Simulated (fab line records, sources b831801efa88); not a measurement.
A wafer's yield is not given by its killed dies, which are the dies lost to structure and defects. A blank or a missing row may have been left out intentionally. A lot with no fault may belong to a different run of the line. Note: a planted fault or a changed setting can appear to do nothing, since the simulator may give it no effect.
One fault seen from 2 desks / flow sky130 / each desk has only its own numbers; what lay behind them comes last

FROM THE METROLOGY DESK
What the gauges read for every lot (on any tool): the sampled wafers with a number, averaged. If a lot's mean is further than 4 standard deviations from the usual mean, the lot is out of limits and carries the mark OUT (the distance appears in the brackets).
Columns: A = CAPM_CVD_00_THK at SKY_CAPM_THK_MEAS_01, usual 15.43 nm; B = CAPM_TIN_THK at SKY_CAPM_THK_MEAS_04, usual 202.7 nm
lot=L303; first seen here=day 36 08:33; A=15.27; B=203.8
lot=L305; first seen here=day 37 03:55; A=15.39; B=201.0
lot=L306; first seen here=day 37 16:34; A=15.32; B=200.3
lot=L307; first seen here=day 37 17:59; A=15.61; B=203.2
lot=L308; first seen here=day 38 06:02; A=15.35; B=198.1
lot=L313; first seen here=day 39 18:43; A=15.65; B=201.6
lot=L314; first seen here=day 40 03:43; A=15.35; B=202.5
lot=L320; first seen here=day 41 18:13; A=15.38; B=205.2
lot=L321; first seen here=day 42 03:29; A=15.40; B=204.4
lot=L324; first seen here=day 42 18:08; A=15.30; B=205.6
lot=L326; first seen here=day 43 05:38; A=15.92; B=200.4
lot=L325; first seen here=day 43 06:19; A=15.16; B=202.4
Result from this desk: across the 12 lots, nothing is out of limits.

THE TOOL OWNER'S DESK: cmp-02
The tool's own readings at SKY_VIA3_CMP_24 (polishes, stops on SiO2, t overpolish 20 s, target thk 0 nm): means of the sampled wafers that have a number, for each lot that ran on this tool. If a lot's mean is further than 4 standard deviations from the usual mean, the lot is out of limits and carries the mark OUT (the distance appears in the brackets).
Columns: A = motor_current_A at SKY_VIA3_CMP_24, usual 10.5 A; B = overpolish_run_s at SKY_VIA3_CMP_24, usual 20.000 s; C = time_to_endpoint_s at SKY_VIA3_CMP_24, usual 95 s
lot=L303; first seen here=day 39 16:45; A=9.8; B=20.001; C=98
lot=L305; first seen here=day 40 11:20; A=10.8; B=19.987; C=98
lot=L307; first seen here=day 41 04:25; A=11.4; B=19.997; C=97
lot=L308; first seen here=day 41 11:26; A=10.2; B=20.008; C=98
lot=L313; first seen here=day 42 21:17; A=10.2; B=15.343 (-99 or more) OUT; C=106
lot=L314; first seen here=day 43 03:56; A=10.7; B=15.343 (-99 or more) OUT; C=101
This desk finds L313, L314 out of limits, L313 being first, at day 42 21:17 (overpolish_run_s at SKY_VIA3_CMP_24). Within limits: L303, L305, L307, L308.

PUT TOGETHER
At day 42 21:17, on L313, L314, the tool owner's desk was in a position to raise an alarm.
Nothing out of limits was seen by the metrology desk.
The metrology desk has L313, L314 on record, within its limits.
All the named lots went through SKY_VIA3_CMP_24 on cmp-02.

WHAT THE SIMULATOR HAD PUT IN
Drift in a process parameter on cmp-02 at SKY_VIA3_CMP_24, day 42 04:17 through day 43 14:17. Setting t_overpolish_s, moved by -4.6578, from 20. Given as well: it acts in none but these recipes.
Struck lots among those shown: L313, L314.
Delay in hours, fault start to first out-of-limits reading, by desk: the tool owner's desk at 17.
